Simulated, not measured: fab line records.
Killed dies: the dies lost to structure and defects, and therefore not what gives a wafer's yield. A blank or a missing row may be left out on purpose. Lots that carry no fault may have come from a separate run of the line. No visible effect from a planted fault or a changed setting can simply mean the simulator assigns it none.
The tool behind it: which one? + flow gf180mcu + 12 lots with 36 wafers sampled at 5 steps, on a route of 602 steps

## WHAT THE GAUGES READ, wafer by wafer
GF_V2_THK_MEAS_25: measures by xrf.
| lot  | measured     | on            | V2_W_THK (nm) |
|------|--------------|---------------|---------------|
| L737 | day 20 05:44 | film-metro-04 | 336 331 331   |
| L738 | day 20 23:33 | film-metro-03 | 335 335 339   |
| L739 | day 21 03:33 | film-metro-04 | 335 337 336   |
| L740 | day 21 09:48 | film-metro-04 | 331 329 334   |
| L741 | day 21 23:41 | film-metro-01 | 339 346 338   |
| L747 | day 24 04:55 | film-metro-03 | 340 337 341   |
| L749 | day 24 11:37 | film-metro-03 | 335 339 335   |
| L750 | day 25 02:22 | film-metro-03 | 333 335 336   |
| L751 | day 25 09:46 | film-metro-03 | 334 333 330   |
| L752 | day 26 04:16 | film-metro-04 | 334 330 342   |
| L758 | day 27 09:23 | film-metro-04 | 340 339 341   |
| L759 | day 27 22:38 | film-metro-04 | 345 343 344   |

GF_V3_THK_MEAS_03.
| lot  | measured     | on            | V3_CVD_02_THK (nm) |
|------|--------------|---------------|--------------------|
| L737 | day 21 07:41 | film-metro-04 | 853 862 850        |
| L738 | day 22 00:31 | film-metro-02 | 860 849 860        |
| L739 | day 22 04:52 | film-metro-04 | 841 866 864        |
| L740 | day 22 10:29 | film-metro-04 | 837 836 851        |
| L741 | day 22 23:51 | film-metro-02 | 860 866 860        |
| L747 | day 25 04:22 | film-metro-04 | 843 843 855        |
| L749 | day 25 10:33 | film-metro-02 | 845 867 864        |
| L750 | day 26 00:55 | film-metro-04 | 843 861 858        |
| L751 | day 26 08:35 | film-metro-01 | 842 849 841        |
| L752 | day 27 02:31 | film-metro-02 | 830 858 858        |
| L758 | day 28 06:58 | film-metro-04 | 834 844 841        |
| L759 | day 28 18:14 | film-metro-02 | 843 836 841        |

GF_V3_CD_MEAS_14 targets a cd of 260 nm.
| lot  | measured     | on        | cd-nm (nm)        |
|------|--------------|-----------|-------------------|
| L737 | day 22 07:28 | cd-sem-01 | 261.4 261.6 261.3 |
| L738 | day 22 23:56 | cd-sem-01 | 258.5 259.9 257.9 |
| L739 | day 23 04:38 | cd-sem-02 | 259.6 260.0 259.9 |
| L740 | day 23 09:38 | cd-sem-01 | 259.5 260.3 260.1 |
| L741 | day 23 22:37 | cd-sem-02 | 257.8 258.4 258.2 |
| L747 | day 26 01:31 | cd-sem-02 | 260.5 260.6 259.7 |
| L749 | day 26 08:58 | cd-sem-02 | 260.0 259.6 259.7 |
| L750 | day 26 22:01 | cd-sem-01 | 260.4 260.3 260.2 |
| L751 | day 27 05:51 | cd-sem-02 | 268.2 268.4 267.6 |
| L752 | day 27 23:29 | cd-sem-01 | 266.0 265.5 266.7 |
| L758 | day 29 01:26 | cd-sem-01 | 260.9 259.2 260.6 |
| L759 | day 29 13:25 | cd-sem-01 | 258.8 259.7 259.1 |

## EACH LOT AND THE TOOL THAT RAN IT (in order: tool; ch and the chambers of the sampled wafers; start)
| lot  | GF_M3_SPUTTER_04             | GF_V3_COAT_09                     |
|------|------------------------------|-----------------------------------|
| L737 | pvd-sputter-01, day 20 06:17 | litho-track-04 ch 0, day 21 20:00 |
| L738 | pvd-sputter-01, day 21 00:05 | litho-track-01 ch 0, day 22 11:00 |
| L739 | pvd-sputter-04, day 21 04:05 | litho-track-04 ch 0, day 22 16:00 |
| L740 | pvd-sputter-04, day 21 10:20 | litho-track-01 ch 0, day 22 23:00 |
| L741 | pvd-sputter-03, day 22 00:13 | litho-track-01 ch 0, day 23 10:00 |
| L747 | pvd-sputter-04, day 24 05:28 | litho-track-01 ch 0, day 25 14:00 |
| L749 | pvd-sputter-04, day 24 12:10 | litho-track-01 ch 0, day 25 22:00 |
| L750 | pvd-sputter-04, day 25 02:55 | litho-track-01 ch 0, day 26 10:00 |
| L751 | pvd-sputter-03, day 25 10:17 | litho-track-01 ch 0, day 26 19:00 |
| L752 | pvd-sputter-04, day 26 04:47 | litho-track-01 ch 0, day 27 13:00 |
| L758 | pvd-sputter-03, day 27 09:55 | litho-track-03 ch 0, day 28 16:00 |
| L759 | pvd-sputter-04, day 27 23:10 | litho-track-03 ch 0, day 29 03:00 |
- GF_M3_SPUTTER_04: material TiN, target thk 50 nm, time 41.7 s.
- GF_V3_COAT_09: resist thk 1000 nm.

## AS READ BY THE TOOLS THEMSELVES (means over the sampled wafers that have a number; for cases with no such wafer, the mark the record gives instead)
GF_M3_SPUTTER_04.
| lot  | tool           | throttle-valve-pct (%) |
|------|----------------|------------------------|
| L737 | pvd-sputter-01 | 30.9                   |
| L738 | pvd-sputter-01 | 30.2                   |
| L739 | pvd-sputter-04 | 30.0                   |
| L740 | pvd-sputter-04 | 30.2                   |
| L741 | pvd-sputter-03 | 30.3                   |
| L747 | pvd-sputter-04 | 30.3                   |
| L749 | pvd-sputter-04 | 30.4                   |
| L750 | pvd-sputter-04 | 30.0                   |
| L751 | pvd-sputter-03 | 29.8                   |
| L752 | pvd-sputter-04 | 30.0                   |
| L758 | pvd-sputter-03 | 29.9                   |
| L759 | pvd-sputter-04 | 30.4                   |

## THE ANSWER, worked out from the rows above alone
Rule: the usual values come from the lots themselves. Put in order of their means at a reading, lots are off if they are a third of the lots or fewer, leave a main group of 4 or more, and stand apart from it by a gap of 3 or more times the standard deviation of the main group's means; of several such gaps the widest counts. If all means in a main group match to the digits the tables above print for the reading, that group is not used. A lot without any number at a reading at which 4 lots or more have one is off too. Any other lot the step has rows for is counted as sound. Order of review: gauges by route order, followed by the tools' own readings, for which a lot's mean as printed above is used. At the first step where some lot is off, the reading lying furthest off is the one used; lots without a number count as furthest.
Off at GF_V3_CD_MEAS_14 (cd-nm): L751, L752. For the main group the mean is 259.8 nm and the standard deviation 0.87.
If a tool, at a process step before that reading, ran all the lots that are off and no sound lot after the first of them, it fits. Gauges at GF_V3_CD_MEAS_14: tried the same way as those tools. One fits: litho-track-01 at GF_V3_COAT_09. A fault onset in the window from L750 (day 26 10:00, its last sound lot) to L751 (day 26 19:00, its first lot off) fits.

## WHAT THE SIMULATOR HAD INSERTED
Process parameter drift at GF_V3_COAT_09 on litho-track-01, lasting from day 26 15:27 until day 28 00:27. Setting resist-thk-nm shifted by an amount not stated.
Struck lots among those shown: L751, L752. The same result came from the rule above.
